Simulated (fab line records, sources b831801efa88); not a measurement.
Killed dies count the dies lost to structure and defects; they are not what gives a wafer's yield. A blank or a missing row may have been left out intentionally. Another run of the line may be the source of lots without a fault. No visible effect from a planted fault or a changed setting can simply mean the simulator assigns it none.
Which tool is to blame? || flow sky130 || 11 lots with 33 wafers sampled at 4 steps, on a route of 708 steps

WHAT EACH GAUGE READ, for each wafer
SKY_SD_N_TW_MEAS_12.
{"lot": "L172", "measured": "day 28 03:44", "on": "film_metro-03", "SD_N_TW": "3953 3975 3957"}
{"lot": "L173", "measured": "day 28 13:45", "on": "film_metro-03", "SD_N_TW": "3946 3974 3968"}
{"lot": "L175", "measured": "day 29 08:39", "on": "film_metro-04", "SD_N_TW": "4000 3995 4024"}
{"lot": "L183", "measured": "day 32 06:15", "on": "film_metro-04", "SD_N_TW": "4000 3999 30"}
{"lot": "L187", "measured": "day 33 00:09", "on": "film_metro-04", "SD_N_TW": "4002 3992 3993"}
{"lot": "L188", "measured": "day 33 10:25", "on": "film_metro-03", "SD_N_TW": "3970 3991 4005"}
{"lot": "L189", "measured": "day 33 19:21", "on": "film_metro-03", "SD_N_TW": "3981 4003 3994"}
{"lot": "L191", "measured": "day 34 09:59", "on": "film_metro-02", "SD_N_TW": "3980 3964 3977"}
{"lot": "L193", "measured": "day 35 02:19", "on": "film_metro-04", "SD_N_TW": "3998 3992 4020"}
{"lot": "L194", "measured": "day 35 04:12", "on": "film_metro-04", "SD_N_TW": "4021 4018 4037"}
{"lot": "L195", "measured": "day 35 11:03", "on": "film_metro-04", "SD_N_TW": "4037 4017 4010"}

TOOL THAT RAN EACH LOT (tool first, then ch and the chambers of the sampled wafers, then the start)
{"lot": "L172", "SKY_LDD_HVP_STRIP_09": "plasma_asher-01 ch 0,1, day 21 20:32", "SKY_RES_XHIGH_STRIP_08": "plasma_asher-04 ch 0,1, day 26 22:21", "SKY_SD_N_DEVELOP_06": "litho_track-01 ch 0, day 28 03:01"}
{"lot": "L173", "SKY_LDD_HVP_STRIP_09": "plasma_asher-04 ch 0,1, day 22 07:11", "SKY_RES_XHIGH_STRIP_08": "plasma_asher-04 ch 0,1, day 27 08:24", "SKY_SD_N_DEVELOP_06": "litho_track-03 ch 0, day 28 13:03"}
{"lot": "L175", "SKY_LDD_HVP_STRIP_09": "plasma_asher-03 ch 0,1, day 23 04:17", "SKY_RES_XHIGH_STRIP_08": "plasma_asher-03 ch 0,1, day 28 03:24", "SKY_SD_N_DEVELOP_06": "litho_track-04 ch 0, day 29 07:56"}
{"lot": "L183", "SKY_LDD_HVP_STRIP_09": "plasma_asher-03 ch 0,1, day 26 03:53", "SKY_RES_XHIGH_STRIP_08": "plasma_asher-01 ch 0, day 31 01:36", "SKY_SD_N_DEVELOP_06": "litho_track-01 ch 0, day 32 05:32"}
{"lot": "L187", "SKY_LDD_HVP_STRIP_09": "plasma_asher-01 ch 0,1, day 26 23:47", "SKY_RES_XHIGH_STRIP_08": "plasma_asher-03 ch 0,1, day 31 20:06", "SKY_SD_N_DEVELOP_06": "litho_track-03 ch 0, day 32 23:27"}
{"lot": "L188", "SKY_LDD_HVP_STRIP_09": "plasma_asher-03 ch 0,1, day 27 09:56", "SKY_RES_XHIGH_STRIP_08": "plasma_asher-04 ch 0,1, day 32 05:52", "SKY_SD_N_DEVELOP_06": "litho_track-03 ch 0, day 33 09:43"}
{"lot": "L189", "SKY_LDD_HVP_STRIP_09": "plasma_asher-04 ch 0,1, day 28 00:11", "SKY_RES_XHIGH_STRIP_08": "plasma_asher-03 ch 0,1, day 32 16:02", "SKY_SD_N_DEVELOP_06": "litho_track-03 ch 0, day 33 18:39"}
{"lot": "L191", "SKY_LDD_HVP_STRIP_09": "plasma_asher-03 ch 0,1, day 28 13:07", "SKY_RES_XHIGH_STRIP_08": "plasma_asher-03 ch 0,1, day 33 06:59", "SKY_SD_N_DEVELOP_06": "litho_track-04 ch 0, day 34 09:19"}
{"lot": "L193", "SKY_LDD_HVP_STRIP_09": "plasma_asher-03 ch 0,1, day 29 03:17", "SKY_RES_XHIGH_STRIP_08": "plasma_asher-01 ch 0,1, day 33 22:56", "SKY_SD_N_DEVELOP_06": "litho_track-03 ch 0, day 35 01:37"}
{"lot": "L194", "SKY_LDD_HVP_STRIP_09": "plasma_asher-03 ch 0,1, day 29 07:29", "SKY_RES_XHIGH_STRIP_08": "plasma_asher-03 ch 0,1, day 34 02:22", "SKY_SD_N_DEVELOP_06": "litho_track-01 ch 0, day 35 03:29"}
{"lot": "L195", "SKY_LDD_HVP_STRIP_09": "plasma_asher-01 ch 1, day 29 15:56", "SKY_RES_XHIGH_STRIP_08": "plasma_asher-01 ch 0,1, day 34 07:31", "SKY_SD_N_DEVELOP_06": "litho_track-04 ch 0, day 35 10:20"}
- SKY_LDD_HVP_STRIP_09: strips in O2/N2.
- SKY_RES_XHIGH_STRIP_08: strips in O2/N2.
- SKY_SD_N_DEVELOP_06: develop time 60 s.

THE ANSWER, worked out from the rows above alone
Rule: the usual values come from the lots themselves. The widest of any qualifying gaps counts: lots, ordered by their means at a reading, are off when they make up no more than a third of the lots, leave a main group of 4 or more, and stand apart from it by 3 or more times the standard deviation of that group's means. A main group is skipped when, at the precision printed for the reading in the tables above, its means are all equal. Also off: a lot with no number at a reading for which 4 or more lots have one. All remaining lots with rows at the step are treated as sound.
Off: at SKY_SD_N_TW_MEAS_12 (SD_N_TW), L183. For the main group the mean is 3993 and the standard deviation 21.
A tool fits if, at a process step before that reading, it ran every lot that is off, and no sound lot after the first of them. Those tools and the gauges at SKY_SD_N_TW_MEAS_12 are tried in the same way. Not one of the candidates tried fits.

WHAT HAD BEEN PUT IN BY THE SIMULATOR
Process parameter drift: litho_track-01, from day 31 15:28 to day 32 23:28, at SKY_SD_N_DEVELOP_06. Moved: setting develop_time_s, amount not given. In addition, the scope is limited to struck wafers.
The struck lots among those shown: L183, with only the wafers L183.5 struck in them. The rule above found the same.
